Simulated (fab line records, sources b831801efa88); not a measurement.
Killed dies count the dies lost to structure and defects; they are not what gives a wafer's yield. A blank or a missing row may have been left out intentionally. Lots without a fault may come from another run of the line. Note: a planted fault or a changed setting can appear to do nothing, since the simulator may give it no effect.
Which of the tools did it? || flow sky130 || Sampling: 12 lots, 36 wafers, 5 of 708 route steps

## WHAT EACH GAUGE READ, for each wafer
SKY_METAL3_OVL_MEAS_14. Usual: for METAL3_OVL the level is -3 nm and the standard deviation is 5.7.
{"lot": "L506", "measured": "day 38 23:43", "on": "overlay-02", "METAL3_OVL (nm)": "3 -2 -1", "flag": ""}
{"lot": "L507", "measured": "day 39 04:37", "on": "overlay-02", "METAL3_OVL (nm)": "-2 3 -1", "flag": ""}
{"lot": "L512", "measured": "day 41 04:46", "on": "overlay-02", "METAL3_OVL (nm)": "3 2 4", "flag": ""}
{"lot": "L514", "measured": "day 41 05:49", "on": "overlay-02", "METAL3_OVL (nm)": "-4 -6 -5", "flag": ""}
{"lot": "L515", "measured": "day 41 08:34", "on": "overlay-02", "METAL3_OVL (nm)": "11 10 8", "flag": ""}
{"lot": "L518", "measured": "day 42 14:52", "on": "overlay-01", "METAL3_OVL (nm)": "-5 2 -3", "flag": ""}
{"lot": "L519", "measured": "day 42 15:13", "on": "overlay-01", "METAL3_OVL (nm)": "-7 -3 1", "flag": ""}
{"lot": "L520", "measured": "day 42 23:15", "on": "overlay-01", "METAL3_OVL (nm)": "-6 -6 -1", "flag": ""}
{"lot": "L525", "measured": "day 44 04:01", "on": "overlay-02", "METAL3_OVL (nm)": "-10 0 -10", "flag": ""}
{"lot": "L526", "measured": "day 44 13:22", "on": "overlay-01", "METAL3_OVL (nm)": "-8 -12 -11", "flag": ""}
{"lot": "L527", "measured": "day 44 18:37", "on": "overlay-02", "METAL3_OVL (nm)": "5 6 9", "flag": ""}
{"lot": "L528", "measured": "day 45 00:13", "on": "overlay-02", "METAL3_OVL (nm)": "-8 -8 -3", "flag": ""}

SKY_VIA3_THK_MEAS_01. Usual: for VIA3_HDPCVD_THK the level is 1632 nm and the standard deviation is 19.
{"lot": "L506", "measured": "day 39 01:02", "on": "filmMetro-02", "VIA3_HDPCVD_THK (nm)": "1644 1644 1614", "flag": ""}
{"lot": "L507", "measured": "day 39 06:14", "on": "filmMetro-02", "VIA3_HDPCVD_THK (nm)": "1623 1638 1614", "flag": ""}
{"lot": "L512", "measured": "day 41 05:56", "on": "filmMetro-02", "VIA3_HDPCVD_THK (nm)": "1622 1639 1635", "flag": ""}
{"lot": "L514", "measured": "day 41 06:57", "on": "filmMetro-02", "VIA3_HDPCVD_THK (nm)": "3112 3119 3102", "flag": "OFF"}
{"lot": "L515", "measured": "day 41 09:42", "on": "filmMetro-04", "VIA3_HDPCVD_THK (nm)": "3134 3122 3138", "flag": "OFF"}
{"lot": "L518", "measured": "day 42 16:02", "on": "filmMetro-04", "VIA3_HDPCVD_THK (nm)": "1642 1611 1646", "flag": ""}
{"lot": "L519", "measured": "day 42 16:23", "on": "filmMetro-04", "VIA3_HDPCVD_THK (nm)": "1631 1619 1633", "flag": ""}
{"lot": "L520", "measured": "day 43 00:23", "on": "filmMetro-01", "VIA3_HDPCVD_THK (nm)": "1619 1627 1638", "flag": ""}
{"lot": "L525", "measured": "day 44 05:10", "on": "filmMetro-02", "VIA3_HDPCVD_THK (nm)": "1633 1647 1631", "flag": ""}
{"lot": "L526", "measured": "day 44 14:38", "on": "filmMetro-04", "VIA3_HDPCVD_THK (nm)": "1620 1637 1621", "flag": ""}
{"lot": "L527", "measured": "day 44 19:52", "on": "filmMetro-01", "VIA3_HDPCVD_THK (nm)": "1627 1644 1640", "flag": ""}
{"lot": "L528", "measured": "day 45 01:21", "on": "filmMetro-04", "VIA3_HDPCVD_THK (nm)": "1660 1660 1645", "flag": ""}

## WHAT TOOL EACH LOT RAN ON (gives the tool, then ch and the chambers of the sampled wafers, and finally the start)
{"lot": "L506", "SKY_CAPM_SPUTTER_02": "pvdSputter-02, day 36 19:24", "SKY_CAPM_METAL_ETCH_13": "rieMetal-02 ch 0, day 37 22:04", "SKY_VIA3_HDPCVD_00": "hdpcvd-01 ch 1,2, day 39 00:51"}
{"lot": "L507", "SKY_CAPM_SPUTTER_02": "pvdSputter-02, day 37 00:42", "SKY_CAPM_METAL_ETCH_13": "rieMetal-04 ch 0, day 38 02:47", "SKY_VIA3_HDPCVD_00": "hdpcvd-02 ch 0,1,2, day 39 06:03"}
{"lot": "L512", "SKY_CAPM_SPUTTER_02": "pvdSputter-01, day 39 03:01", "SKY_CAPM_METAL_ETCH_13": "rieMetal-02 ch 0,1, day 40 03:26", "SKY_VIA3_HDPCVD_00": "hdpcvd-01 ch 0,1,2, day 41 05:46"}
{"lot": "L514", "SKY_CAPM_SPUTTER_02": "pvdSputter-03, day 39 05:00", "SKY_CAPM_METAL_ETCH_13": "rieMetal-02 ch 0,1, day 40 04:41", "SKY_VIA3_HDPCVD_00": "hdpcvd-02 ch 1,2, day 41 06:47"}
{"lot": "L515", "SKY_CAPM_SPUTTER_02": "pvdSputter-02, day 39 08:13", "SKY_CAPM_METAL_ETCH_13": "rieMetal-04 ch 0,1, day 40 07:47", "SKY_VIA3_HDPCVD_00": "hdpcvd-02 ch 0,1, day 41 09:32"}
{"lot": "L518", "SKY_CAPM_SPUTTER_02": "pvdSputter-01, day 40 14:29", "SKY_CAPM_METAL_ETCH_13": "rieMetal-02 ch 0, day 41 14:26", "SKY_VIA3_HDPCVD_00": "hdpcvd-01 ch 0,1,2, day 42 15:52"}
{"lot": "L519", "SKY_CAPM_SPUTTER_02": "pvdSputter-02, day 40 15:14", "SKY_CAPM_METAL_ETCH_13": "rieMetal-03 ch 1, day 41 15:20", "SKY_VIA3_HDPCVD_00": "hdpcvd-01 ch 0,2, day 42 16:13"}
{"lot": "L520", "SKY_CAPM_SPUTTER_02": "pvdSputter-03, day 40 23:22", "SKY_CAPM_METAL_ETCH_13": "rieMetal-02 ch 0,1, day 41 23:11", "SKY_VIA3_HDPCVD_00": "hdpcvd-01 ch 0,1,2, day 43 00:13"}
{"lot": "L525", "SKY_CAPM_SPUTTER_02": "pvdSputter-02, day 42 06:50", "SKY_CAPM_METAL_ETCH_13": "rieMetal-03 ch 0,1, day 43 05:26", "SKY_VIA3_HDPCVD_00": "hdpcvd-01 ch 0,2, day 44 04:59"}
{"lot": "L526", "SKY_CAPM_SPUTTER_02": "pvdSputter-03, day 42 15:34", "SKY_CAPM_METAL_ETCH_13": "rieMetal-02 ch 0,1, day 43 13:56", "SKY_VIA3_HDPCVD_00": "hdpcvd-01 ch 0,1,2, day 44 14:28"}
{"lot": "L527", "SKY_CAPM_SPUTTER_02": "pvdSputter-02, day 42 19:32", "SKY_CAPM_METAL_ETCH_13": "rieMetal-02 ch 0,1, day 43 18:56", "SKY_VIA3_HDPCVD_00": "hdpcvd-01 ch 0,1,2, day 44 19:42"}
{"lot": "L528", "SKY_CAPM_SPUTTER_02": "pvdSputter-02, day 43 02:37", "SKY_CAPM_METAL_ETCH_13": "rieMetal-02 ch 0,1, day 44 01:08", "SKY_VIA3_HDPCVD_00": "hdpcvd-02 ch 0,2, day 45 01:11"}
- SKY_CAPM_SPUTTER_02: material TiN, target thk 200 nm, time 166.7 s.
- SKY_CAPM_METAL_ETCH_13: etches TiN in Cl2/BCl3, stops on SiO2, target depth 220 nm, time 62.9 s.
- SKY_VIA3_HDPCVD_00: deposits SiO2, target thk 1635 nm, time 272.5 s.

## WHAT THE TOOLS THEMSELVES READ (means of the sampled wafers that have a number; where no wafer has one, the mark that the record gives instead)
SKY_CAPM_SPUTTER_02. Usual: throttleValvePct reads 30.1 % (standard deviation 1.2).
{"lot": "L506", "tool": "pvdSputter-02", "throttleValvePct (%)": 29.4, "flag": ""}
{"lot": "L507", "tool": "pvdSputter-02", "throttleValvePct (%)": 30.0, "flag": ""}
{"lot": "L512", "tool": "pvdSputter-01", "throttleValvePct (%)": 28.8, "flag": ""}
{"lot": "L514", "tool": "pvdSputter-03", "throttleValvePct (%)": 29.2, "flag": ""}
{"lot": "L515", "tool": "pvdSputter-02", "throttleValvePct (%)": 30.2, "flag": ""}
{"lot": "L518", "tool": "pvdSputter-01", "throttleValvePct (%)": 29.3, "flag": ""}
{"lot": "L519", "tool": "pvdSputter-02", "throttleValvePct (%)": 30.8, "flag": ""}
{"lot": "L520", "tool": "pvdSputter-03", "throttleValvePct (%)": 29.4, "flag": ""}
{"lot": "L525", "tool": "pvdSputter-02", "throttleValvePct (%)": 31.3, "flag": ""}
{"lot": "L526", "tool": "pvdSputter-03", "throttleValvePct (%)": 29.7, "flag": ""}
{"lot": "L527", "tool": "pvdSputter-02", "throttleValvePct (%)": 31.6, "flag": ""}
{"lot": "L528", "tool": "pvdSputter-02", "throttleValvePct (%)": 31.1, "flag": ""}

SKY_CAPM_METAL_ETCH_13. Usual: chamberPressureMTorr 10.000 mTorr, standard deviation 0.0098; drypumpMotorCurrentA 5.9 A, standard deviation 0.36; oesProductAu 0.940 a.u., standard deviation 0.0075; throttleValvePct 21.903 %, standard deviation 0.01.
{"lot": "L506", "tool": "rieMetal-02", "chamberPressureMTorr (mTorr)": 10.000, "drypumpMotorCurrentA (A)": 6.0, "oesProductAu (a.u.)": 0.942, "throttleValvePct (%)": 21.901, "flag": ""}
{"lot": "L507", "tool": "rieMetal-04", "chamberPressureMTorr (mTorr)": 9.996, "drypumpMotorCurrentA (A)": 5.9, "oesProductAu (a.u.)": 0.942, "throttleValvePct (%)": 21.901, "flag": ""}
{"lot": "L512", "tool": "rieMetal-02", "chamberPressureMTorr (mTorr)": 10.000, "drypumpMotorCurrentA (A)": 6.2, "oesProductAu (a.u.)": 0.939, "throttleValvePct (%)": 21.902, "flag": ""}
{"lot": "L514", "tool": "rieMetal-02", "chamberPressureMTorr (mTorr)": 9.993, "drypumpMotorCurrentA (A)": 6.1, "oesProductAu (a.u.)": 0.938, "throttleValvePct (%)": 21.897, "flag": ""}
{"lot": "L515", "tool": "rieMetal-04", "chamberPressureMTorr (mTorr)": 10.000, "drypumpMotorCurrentA (A)": 5.8, "oesProductAu (a.u.)": 0.932, "throttleValvePct (%)": 21.910, "flag": ""}
{"lot": "L518", "tool": "rieMetal-02", "chamberPressureMTorr (mTorr)": 9.999, "drypumpMotorCurrentA (A)": 6.1, "oesProductAu (a.u.)": 0.940, "throttleValvePct (%)": 21.912, "flag": ""}
{"lot": "L519", "tool": "rieMetal-03", "chamberPressureMTorr (mTorr)": 10.016, "drypumpMotorCurrentA (A)": 5.1, "oesProductAu (a.u.)": 0.938, "throttleValvePct (%)": 21.912, "flag": ""}
{"lot": "L520", "tool": "rieMetal-02", "chamberPressureMTorr (mTorr)": 9.994, "drypumpMotorCurrentA (A)": 6.2, "oesProductAu (a.u.)": 0.943, "throttleValvePct (%)": 21.900, "flag": ""}
{"lot": "L525", "tool": "rieMetal-03", "chamberPressureMTorr (mTorr)": 10.004, "drypumpMotorCurrentA (A)": 5.3, "oesProductAu (a.u.)": 0.938, "throttleValvePct (%)": 21.906, "flag": ""}
{"lot": "L526", "tool": "rieMetal-02", "chamberPressureMTorr (mTorr)": 9.997, "drypumpMotorCurrentA (A)": 6.2, "oesProductAu (a.u.)": 0.936, "throttleValvePct (%)": 21.906, "flag": ""}
{"lot": "L527", "tool": "rieMetal-02", "chamberPressureMTorr (mTorr)": 10.001, "drypumpMotorCurrentA (A)": 6.2, "oesProductAu (a.u.)": 0.950, "throttleValvePct (%)": 21.901, "flag": ""}
{"lot": "L528", "tool": "rieMetal-02", "chamberPressureMTorr (mTorr)": 10.003, "drypumpMotorCurrentA (A)": 6.1, "oesProductAu (a.u.)": 0.940, "throttleValvePct (%)": 21.901, "flag": ""}

## THE ANSWER, worked out from the rows above alone
Rule: lot off if the mean of its wafers having a number is beyond 3 standard deviations from the usual mean. Also off: a lot with no number at a reading for which 4 or more lots have one. The other lots that the step has rows for count as sound. First the gauges in route order, then the tools' own readings, where a lot's mean is used as printed above. The first step at which some lot is off is used, and at that step the reading that is off furthest; a lot without a number counts as furthest.
Off: at SKY_VIA3_THK_MEAS_01 (VIA3_HDPCVD_THK), L514, L515.
A tool fits if, at a process step before that reading, it ran every lot that is off, and no sound lot after the first of them. Gauges at SKY_VIA3_THK_MEAS_01: tried the same way as those tools. None of those tried fits.

## WHAT WAS PUT IN BY THE SIMULATOR
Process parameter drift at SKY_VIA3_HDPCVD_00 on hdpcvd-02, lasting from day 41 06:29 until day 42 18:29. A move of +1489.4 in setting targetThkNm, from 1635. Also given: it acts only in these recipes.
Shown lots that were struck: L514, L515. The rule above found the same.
